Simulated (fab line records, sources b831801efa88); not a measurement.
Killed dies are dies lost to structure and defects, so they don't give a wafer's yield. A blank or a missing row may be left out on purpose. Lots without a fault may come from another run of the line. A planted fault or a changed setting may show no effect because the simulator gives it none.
Chamber matching | flow sky130 | SKY_PASSIVATION_CVD_02 on pecvd-01: 3 sister chambers
The step deposits Si3N4, target thk 540 nm. 3 wafers are shown with their chamber, then 8 later ones without.

WAFERS WITH THEIR CHAMBER
wafer  | chamber | heater_power_w (W)
L077.4 | 2       | 757
L080.5 | 1       | 735
L082.2 | 0       | 626

WAFERS WITHOUT THEIR CHAMBER
wafer  | heater_power_w (W)
L082.4 | 814
L082.6 | 705
L089.1 | 830
L089.2 | 669
L089.3 | 666
L095.1 | 790
L095.4 | 681
L095.5 | 722

WHICH CHAMBER EACH WENT THROUGH
wafer  | from the rows above          | in truth
L082.4 | can't be placed: 2 or 1      | 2
L082.6 | can't be placed: 1 or 2 or 0 | 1
L089.1 | can't be placed: 2 or 1      | 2
L089.2 | can't be placed: 0 or 1 or 2 | 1
L089.3 | can't be placed: 0 or 1 or 2 | 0
L095.1 | can't be placed: 2 or 1      | 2
L095.4 | can't be placed: 1 or 0 or 2 | 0
L095.5 | can't be placed: 1 or 2 or 0 | 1
Placed correctly: 0 of 8. Can't be placed from these rows: 8 (the true chamber is among the candidates in 8). Placed wrongly: 0.
How it was worked out, from the rows above alone: a wafer's distance from a chamber is the root of the sum, over the readings, of the square of ((its reading less the chamber's mean) divided by the reading's scatter). The wafer belongs to the nearest chamber; if the next one is less than 2 further off, it can't be placed. A chamber's mean is the mean of its shown wafers. The scatter: with one shown wafer a chamber, the root of the mean of the squares of how far each hidden wafer lies from its nearest shown one.
